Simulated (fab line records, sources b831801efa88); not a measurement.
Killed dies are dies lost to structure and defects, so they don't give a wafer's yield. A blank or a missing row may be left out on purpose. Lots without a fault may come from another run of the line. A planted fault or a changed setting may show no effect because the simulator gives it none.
fab line records | flow sky130
record lots=7 wafers=21 last_day=50
route steps=708 shown POLY_GATE@235 LDD_N@237
lots that met no fault: from a run of the same line without faults
start_h: hours from the record's first day to the start of the lot's first wafer shown | wait_h: hours since the lot's step before | " the same as in the row above | L1.1+2: a row that stands for several wafers | - no value, or no start given | * or withheld: withheld | < > ~ a bound
route shown NAME@n: a module of which the file shows steps, and the number in the route of the first | usual: mean/standard deviation of fault-free wafers | same: alike in all rows | chamber/n: place in a boat | sites: the reading at each site | _std_site: their standard deviation | _edge_site: outer sites' mean less inner sites' | radius_mm: how far each site lies from the wafer's centre | mask NAME#n: copy n | behind: the tool/chamber that last shaped the wafer | hold: why the lot was held/for how many hours/how that ended | device: the transistor (n, p or np) that didn't switch | end of line: the same wafers' tests at the end of the route | a step without rows: its recipe alone | killed: dies lost to structure and defects at the first sort, not the wafer's yield | map: a wafer's dies, x killed, . not, _ none there
set.NAME: the setting as run; set.NAME@STEP: as run at that earlier step | model.NAME: the simulator's own value behind a step, which no gauge read
lots at some steps of the route; a table a step, a row a wafer
services: from which hour (start_h, from the record's first day; less than 0 if before it) a tool's chamber was out of use, for how many hours, and why
## steps
# step SKY_POLY_GATE_THK_MEAS_21
# recipe reads=SiO2_of_POLY_GATE_OXIDATION_20
# usual POLY_GATE_OXIDATION_THK=3.98/0.089
# columns lot.wafer tool chamber start_h wait_h POLY_GATE_OXIDATION_THK[nm]
L101.2 film_metro-02 - 368.87 0.0 3.93
L101.3 " - " " 4.03
L101.6 " - " " 3.98
L107.1 film_metro-02 - 433.41 0.0 3.82
L107.2 " - " " 3.89
L107.4 " - " " 3.81
L114.2 film_metro-01 - 487.26 0.0 4.03
L114.3 " - " " 3.92
L114.6 " - " " 4.08
L115.1 film_metro-04 - 495.64 0.0 4.12
L115.4 " - " " 4.11
L115.6 " - " " 4.02
L116.4 film_metro-04 - 503.47 0.0 3.95
L116.5 " - " " 3.88
L116.6 " - " " 3.88
L117.2 film_metro-02 - 515.65 0.0 3.99
L117.3 " - " " 3.93
L117.6 " - " " 3.98
L123.1 film_metro-02 - 562.55 0.0 3.91
L123.5 " - " " 3.91
L123.6 " - " " 3.85
# step SKY_POLY_GATE_CD_MEAS_22
# usual cd_nm=149.5/2
# columns lot.wafer tool chamber start_h wait_h cd_nm
L101.2 cd_sem-01 - 368.95 0.1 148.0
L101.3 " - " " 149.5
L101.6 " - " " 149.8
L107.1 cd_sem-01 - 433.53 0.1 148.6
L107.2 " - " " 152.8
L107.4 " - " " 151.9
L114.2 cd_sem-01 - 487.34 0.1 148.8
L114.3 " - " " 146.5
L114.6 " - " " 148.1
L115.1 cd_sem-01 - 495.81 0.2 146.5
L115.4 " - " " 148.8
L115.6 " - " " 150.7
L116.4 cd_sem-01 - 503.59 0.1 152.2
L116.5 " - " " 151.7
L116.6 " - " " 152.4
L117.2 cd_sem-01 - 515.73 0.1 150.2
L117.3 " - " " 150.6
L117.6 " - " " 150.3
L123.1 cd_sem-01 - 562.61 0.1 147.7
L123.5 " - " " 145.4
L123.6 " - " " 145.8
# step SKY_LDD_N_DEHYDRATE_00
# recipe temp_c=200 time_s=60
# step SKY_LDD_N_HMDS_01
# recipe prime_time_s=60 prime_temp_c=120
# step SKY_LDD_N_COAT_02
# recipe resist=NOVOLAK spin_rpm=3000 resist_thk_nm=300
# step SKY_LDD_N_SOFTBAKE_03
# recipe temp_c=90 time_s=60 resist=NOVOLAK
# step SKY_LDD_N_EXPOSE_04
# recipe mask_id=NTM target_cd_nm=840 na=0.6 source_shape=conventional sigma_outer=0.6 dose_mj=110
# step SKY_LDD_N_PEB_05
# recipe temp_c=withheld time_s=* resist=NOVOLAK
# step SKY_LDD_N_DEVELOP_06
# recipe develop_time_s=60 dev_temp_c=23
# step SKY_LDD_N_OVL_MEAS_07
# usual LDD_N_OVL=0.4/1.1
# columns lot.wafer tool chamber start_h wait_h LDD_N_OVL[nm]
L101.2 overlay-01 - 397.31 0.1 -1.2
L101.3 " - " " -0.9
L101.6 " - " " 0.7
L107.1 overlay-02 - 463.90 0.1 1.1
L107.2 " - " " 0.3
L107.4 " - " " 1.2
L114.2 overlay-01 - 517.91 0.1 0.2
L114.3 " - " " 0.3
L114.6 " - " " -0.1
L115.1 overlay-01 - 526.46 0.1 0.4
L115.4 " - " " 1.2
L115.6 " - " " 2.0
L116.4 overlay-02 - 532.63 0.1 0.8
L116.5 " - " " 2.4
L116.6 " - " " 1.5
L117.2 overlay-02 - 545.35 0.1 0.2
L117.3 " - " " 1.6
L117.6 " - " " 0.7
L123.1 overlay-02 - 591.26 0.1 1.8
L123.5 " - " " 0.0
L123.6 " - " " 1.7
# step SKY_LDD_N_IMPLANT_08
# recipe species=As energy_kev=20 dose_cm2=7.5e+13 tilt_deg=withheld rotation_deg=23
# step SKY_LDD_N_IMPLANT_09
# recipe species=As energy_kev=20 dose_cm2=7.5e+13 tilt_deg=withheld rotation_deg=113
# step SKY_LDD_N_IMPLANT_10
# recipe species=As energy_kev=20 dose_cm2=7.5e+13 tilt_deg=withheld rotation_deg=203
# usual beam_energy_keV=20.000/0.0059 beam_on_s=10.03/0.21 end_station_pressure_torr=5.33e-06/2.8e-07
# columns lot.wafer tool chamber start_h wait_h beam_energy_keV beam_on_s end_station_pressure_torr
L101.2 implanter-01 0 397.66 0.1 19.998 10.18 5.57e-06
L101.3 " 0 " " 19.994 9.80 4.89e-06
L101.6 " 0 " " 20.001 10.34 5.07e-06
L107.1 implanter-03 0 464.24 0.1 20.007 9.87 5.65e-06
L107.2 " 0 " " 20.002 10.12 5.23e-06
L107.4 " 0 " " 20.003 9.77 5.57e-06
L114.2 implanter-04 - 518.26 0.1 - - -
L114.3 " - " " - - -
L114.6 " - " " - - -
L115.1 implanter-03 - 526.80 0.1 - - -
L115.4 " - " " - - -
L115.6 " - " " - - -
L116.4 implanter-04 - 533.02 0.1 - - -
L116.5 " - " " - - -
L116.6 " - " " - - -
L117.2 implanter-03 0 545.71 0.1 20.014 9.81 5.83e-06
L117.3 " 0 " " 20.012 10.25 5.63e-06
L117.6 " 0 " " 20.002 10.12 5.79e-06
L123.1 implanter-03 0 591.60 0.1 20.004 10.08 4.98e-06
L123.5 " 0 " " 19.997 9.91 5.55e-06
L123.6 " 0 " " 19.995 10.14 5.05e-06
# step SKY_LDD_N_IMPLANT_11
# recipe species=As energy_kev=20 dose_cm2=7.5e+13 tilt_deg=withheld rotation_deg=293
# step SKY_LDD_N_IMPLANT_12
# recipe species=BF2 energy_kev=50 dose_cm2=5e+12 tilt_deg=30 rotation_deg=0
# step SKY_LDD_N_IMPLANT_13
# recipe species=BF2 energy_kev=50 dose_cm2=5e+12 tilt_deg=30 rotation_deg=90
# step SKY_LDD_N_IMPLANT_14
# recipe species=BF2 energy_kev=50 dose_cm2=5e+12 tilt_deg=30 rotation_deg=180
# step SKY_LDD_N_IMPLANT_15
# recipe species=BF2 energy_kev=50 dose_cm2=5e+12 tilt_deg=30 rotation_deg=270
# step SKY_LDD_N_STRIP_16
# recipe chemistry=O2/N2 power_w=1400 pressure_mtorr=1500 platen_temp_c=withheld o2_flow_sccm=3000 n2_flow_sccm=300 overash_fraction=0.5
# usual chamber_pressure_mTorr=1500.2/1.4 drypump_motor_current_A=5.7/0.46 oes_product_au=0.406/0.0041 strip_time_to_endpoint_s=4.305/0.014
# columns lot.wafer tool chamber start_h wait_h chamber_pressure_mTorr drypump_motor_current_A oes_product_au rf_hours_counter_h strip_time_to_endpoint_s
L101.2 plasma_asher-01 0 398.54 0.1 1502.4 4.9 0.407 71 4.301
L101.3 " 1 " " 1500.4 5.5 0.401 - 4.307
L101.6 " 0 " " 1501.6 5.0 0.406 - 4.294
L107.1 plasma_asher-01 0 465.14 0.1 1501.7 4.9 0.405 3 4.306
L107.2 " 1 " " 1500.0 5.5 0.405 3 4.288
L107.4 " 1 " " 1497.6 5.5 0.409 - 4.303
L114.2 plasma_asher-04 0 519.14 0.1 1501.4 6.4 0.414 66 4.129
L114.3 " 0 " " 1498.9 6.3 0.411 - 4.125
L114.6 " 0 " " 1500.7 6.3 0.412 - 4.126
L115.1 plasma_asher-01 1 527.70 0.1 1502.7 5.5 0.403 10 4.116
L115.4 " 0 " " 1501.6 5.0 0.420 - 4.113
L115.6 " 1 " " 1501.1 5.5 0.417 - 4.134
L116.4 plasma_asher-04 1 533.88 0.1 1501.4 5.4 0.408 - 4.133
L116.5 " 1 " " 1501.5 5.4 0.409 - 4.132
L116.6 " 0 " " 1499.6 6.3 0.415 - 4.134
L117.2 plasma_asher-02 1 546.58 0.1 1499.6 5.8 0.408 88 4.328
L117.3 " 1 " " 1499.5 5.8 0.408 - 4.313
L117.6 " 0 " " 1502.8 6.2 0.403 - 4.312
L123.1 plasma_asher-02 0 592.50 0.1 1500.2 6.2 0.406 93 4.308
L123.5 " 1 " " 1501.1 5.8 0.402 - 4.311
L123.6 " 0 " " 1501.7 6.2 0.405 - 4.301
# step SKY_LDD_N_TW_MEAS_17
# usual LDD_N_TW=2598/27
# columns lot.wafer tool chamber start_h wait_h LDD_N_TW
L101.2 film_metro-04 - 398.65 0.1 2603
L101.3 " - " " 2605
L101.6 " - " " 2608
L107.1 film_metro-02 - 465.24 0.1 2652
L107.2 " - " " 2645
L107.4 " - " " 2652
L114.2 film_metro-04 - 519.25 0.1 2461
L114.3 " - " " 2446
L114.6 " - " " 2466
L115.1 film_metro-03 - 527.80 0.1 2427
L115.4 " - " " 2427
L115.6 " - " " 2430
L116.4 film_metro-04 - 533.98 0.1 2423
L116.5 " - " " 2437
L116.6 " - " " 2433
L117.2 film_metro-03 - 546.69 0.1 2578
L117.3 " - " " 2585
L117.6 " - " " 2584
L123.1 film_metro-03 - 592.60 0.1 2565
L123.5 " - " " 2574
L123.6 " - " " 2590
## services
# columns tool chamber start_h hours kind
plasma_asher-04 - 407.49 2.8 pm
plasma_asher-01 - 421.25 9.0 pm
plasma_asher-01 0 421.25 9.0 vent_cycle
plasma_asher-01 1 421.25 9.0 vent_cycle
plasma_asher-01 0 430.25 - clean
plasma_asher-01 1 430.25 - clean
implanter-04 - 469.93 3.1 repair
implanter-03 - 478.02 2.3 pm
plasma_asher-04 - 490.14 3.5 repair
implanter-01 - 492.68 4.7 pm
implanter-03 - 511.60 5.5 repair
plasma_asher-01 - 518.74 0.4 repair
implanter-01 - 535.63 1.9 repair
## key
first_sign step=SKY_LDD_N_IMPLANT_10 reading=tool_record direction=missing
effect step=SKY_LDD_N_STRIP_16 reading=strip_time_to_endpoint_s direction=down sigmas=13 usual=* struck=*
effect step=SKY_LDD_N_TW_MEAS_17 reading=LDD_N_TW direction=down sigmas=5.8 usual=2598 struck=2439
met_at SKY_LDD_N_IMPLANT_10
struck_wafers L114.2,L114.3,L114.6,L115.1,L115.4,L115.6,L116.4,L116.5,L116.6
later_rows_left_out L114.2,L114.3,L114.6,L115.1,L115.4,L115.6,L116.4,L116.5,L116.6
sort_left_out L114.2,L114.3,L114.6,L115.1,L115.4,L115.6,L116.4,L116.5,L116.6
tester_left_out L114,L115,L116
onset_between 464.24 518.26
fault kind=skipped_step_whole tool=implanter-03,implanter-04 chamber=- onset_h=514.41 steps=SKY_LDD_N_IMPLANT_10 scope=struck_lots_only
# tester_left_out: of these lots the tester's yield and bins aren't shown, on N5 and GAA mostly nor the transistor test; their killed dies are dies lost to structure and defects alone, not to doping, threshold or leakage, so they don't give the yield
# sort_left_out: the simulated sort isn't trusted on such a fault, so these wafers' sort isn't shown, and their yield isn't known
# later_rows_left_out: the simulator's readings of these wafers behind a module that went badly wrong aren't trusted and aren't shown, but for the sort
